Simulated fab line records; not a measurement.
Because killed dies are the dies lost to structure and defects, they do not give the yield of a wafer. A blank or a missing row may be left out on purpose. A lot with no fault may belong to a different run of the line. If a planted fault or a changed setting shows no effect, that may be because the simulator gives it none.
A struck lot beside a sound one	flow sky130	15 out of 708 route steps
Sound: these wafers, L154.2, L154.3, L154.6. Struck: wafer L169.6 (L169.1, L169.5, from the same lot, were not struck and are left out); the cause is given at the end.
Order at every step that has rows: each side's tool, ch and its chambers, its first start. Under that, the readings that differ: sound wafers	struck wafers	difference of the means	sigmas: that difference in standard deviations of wafers without a fault.
alike: same words and numbers on both sides, and readings whose means sit less than 2 such deviations apart. not compared: any withheld reading, any reading some wafer has no value for, any bound like >300 that may hide the same value, and any number with overlapping values for which the record gives no deviation.
The two part at a step that has a row with sigmas, a row that says differs or no value, or rows on one side only. When numbers do not overlap yet have no deviation, they are printed without sigmas and do not part them. A reading that every wafer of one side lacks parts them only if that side has two wafers or more.

SKY_FIELD_ISO_ETCH_15: etches the open film in CHF3/O2, stops on Si, target depth 180 nm, time 72 s.
  sound on rieDiel-01 ch 0,1,3, day 2 05:43; struck on rieDiel-04 ch 2, day 5 10:07
reading	sound	struck	difference	sigmas
chamberPressureMTorr (mTorr)	39.98 39.92 40.03	40.08	+0.10	+3
  alike: drypumpMotorCurrentA, oesProductAu, rfFwdPowerW, throttleValvePct
  not compared: rfHoursCounterH
SKY_FIELD_ISO_STRIP_16: strips in O2/N2.
  sound on plasmaAsher-04 ch 0,1, day 2 05:46; struck on plasmaAsher-04 ch 1, day 5 10:10
  alike: chamberPressureMTorr, drypumpMotorCurrentA, oesProductAu, stripTimeToEndpointS
  not compared: rfHoursCounterH
SKY_FIELD_ISO_ETCH_17: etches Si in HBr/Cl2/O2, target depth 342 nm, time 97.7 s.
  sound on rieSi-02 ch 0,1,2, day 2 05:52; struck on rieSi-01 ch 0, day 5 10:16
  alike: HBr_flow_sccm, chamberPressureMTorr, drypumpMotorCurrentA, oesProductAu, rfFwdPowerW, throttleValvePct
  not compared: rfHoursCounterH
then, 5 steps without rows for these wafers: SKY_FIELD_ISO_WET_ETCH_18 (etches Si3N4 in H3PO4, target depth 25 nm, time 286 s); SKY_FIELD_ISO_CLEAN_19 (cleans in SC1/SC2, time 150 s); SKY_FIELD_ISO_CLEAN_20 (cleans in dHF, time 19.36 s); SKY_FIELD_ISO_WET_ETCH_21 (etches SiO2 in dHF, target depth 20 nm, time 400 s); SKY_FIELD_ISO_OXIDATION_22 (stabilise 600 s, purge 300 s, target thk 10 nm).
SKY_FIELD_ISO_THK_MEAS_23:
  sound on filmMetro-03 at day 2 11:21; struck on filmMetro-03 at day 5 13:14
  alike: FIELD_ISO_OXIDATION_01_THK
then, 1 step without rows for these wafers: SKY_FIELD_ISO_CVD_24 (deposits SiO2, target thk 595 nm, time 99.2 s).
SKY_FIELD_ISO_THK_MEAS_25:
  sound on filmMetro-02 at day 2 11:29; struck on filmMetro-01 at day 5 13:22
  alike: FIELD_ISO_CVD_24_THK
then, 1 step without rows for these wafers: SKY_FIELD_ISO_ANNEAL_26 (time 1800 s).
SKY_FIELD_ISO_CMP_27: polishes, stops on Si3N4, t overpolish 16 s, target thk 457.8 nm.
  sound on cmp-02 ch 0,1,3, day 2 18:04; struck on cmp-02 ch 2, day 5 15:04
reading	sound	struck	difference	sigmas
overpolishRunS (s)	16.008 15.995 16.001	11.696	-4.305	-99 or more
tOverpolishS (s)	16 16 16	11.688	-4.312	
  alike: motorCurrentA, slurryFlowMlMin, timeToEndpointS
then, 1 step without rows for these wafers: SKY_FIELD_ISO_WET_ETCH_28 (etches SiO2 in dHF, target depth 23.7 nm, time 47 s).
-- a jump in the record: the struck wafers' starts before and after are 45 days apart (it breaks off in module FIELD_ISO and resumes in module PAD_OPEN, where the first step shown is number 708 of the route) --
SKY_PAD_OPEN_PROBE_99:
  sound on prober-01 at day 47 04:26; struck on prober-01 at day 50 05:00
reading	sound	struck	difference	sigmas
killed_at_M0_to_M3	33 43 39	60	+22	+3
killedAtOther	3 1 1	0	-2	-3
killedDies	63 82 71	98	+26	+2
killedShort	34 34 33	50	+16	+2
  alike: killed_at_M4_up, killedAtContacts, killedAtFrontEnd, killedOpen

## WHERE THEY PART
Last at SKY_PAD_OPEN_PROBE_99 as far as this record goes, first at SKY_FIELD_ISO_ETCH_15.

WHY: what the simulator had put in
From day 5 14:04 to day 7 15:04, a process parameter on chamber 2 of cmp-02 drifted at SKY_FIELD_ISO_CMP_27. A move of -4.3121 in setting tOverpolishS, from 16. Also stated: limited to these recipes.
